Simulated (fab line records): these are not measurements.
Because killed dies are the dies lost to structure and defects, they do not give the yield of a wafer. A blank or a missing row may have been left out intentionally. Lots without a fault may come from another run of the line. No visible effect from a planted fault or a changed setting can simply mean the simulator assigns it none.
The tool behind it: which one? | flow gf180mcu | 6 lots, 18 wafers sampled, at 4 steps of a route of 602

WHAT EACH GAUGE READ, for each wafer
GF_V1_THK_MEAS_03.
lot  | measured     | on           | V1_CVD_02_THK (nm)
L366 | day 17 12:52 | filmMetro-01 | 841 835 847
L370 | day 19 00:26 | filmMetro-01 | 867 851 873
L372 | day 19 20:16 | filmMetro-03 | 827 833 850
L374 | day 20 17:07 | filmMetro-01 | 827 844 854
L382 | day 23 11:53 | filmMetro-01 | 798 832 837
L388 | day 25 06:22 | filmMetro-01 | 851 868 861

WHICH TOOL RAN EACH LOT (tool, then ch and the chambers of the sampled wafers, then the start)
lot  | GF_CONTACT_SPUTTER_22       | GF_M1_SPUTTER_01            | GF_V1_CVD_02
L366 | pvdSputter-01, day 16 12:20 | pvdSputter-04, day 16 13:07 | pecvd-03 ch 0,1,2, day 17 12:49
L370 | pvdSputter-03, day 17 23:37 | pvdSputter-04, day 18 00:24 | pecvd-02 ch 0,2, day 19 00:22
L372 | pvdSputter-03, day 18 17:22 | pvdSputter-04, day 18 18:09 | pecvd-03 ch 1,2, day 19 20:11
L374 | pvdSputter-03, day 19 15:12 | pvdSputter-01, day 19 15:59 | pecvd-01 ch 0,1, day 20 17:02
L382 | pvdSputter-03, day 22 11:46 | pvdSputter-02, day 22 12:35 | pecvd-03 ch 1,2, day 23 11:47
L388 | pvdSputter-02, day 24 06:34 | pvdSputter-02, day 24 07:21 | pecvd-02 ch 0,1, day 25 06:17
- GF_CONTACT_SPUTTER_22: material Ti, target thk 15 nm, time 80.02 s.
- GF_M1_SPUTTER_01: material TiN, target thk 30 nm, time 25 s.
- GF_V1_CVD_02: deposits SiO2 from TEOS, target thk 850 nm, time 94.851 s.

THE ANSWER, worked out from the rows above alone
Rule: usual is defined by the lots themselves. The widest of any qualifying gaps counts: lots, ordered by their means at a reading, are off when they make up no more than a third of the lots, leave a main group of 4 or more, and stand apart from it by 3 or more times the standard deviation of that group's means. The tables above print the reading to a certain number of digits; a main group whose means all agree to those digits is not used. A lot without any number at a reading at which 4 lots or more have one is off too. Any other lot the step has rows for is counted as sound.
No lot is off on any of the readings shown, so nothing can be concluded from this.

WHAT THE SIMULATOR HAD PUT IN
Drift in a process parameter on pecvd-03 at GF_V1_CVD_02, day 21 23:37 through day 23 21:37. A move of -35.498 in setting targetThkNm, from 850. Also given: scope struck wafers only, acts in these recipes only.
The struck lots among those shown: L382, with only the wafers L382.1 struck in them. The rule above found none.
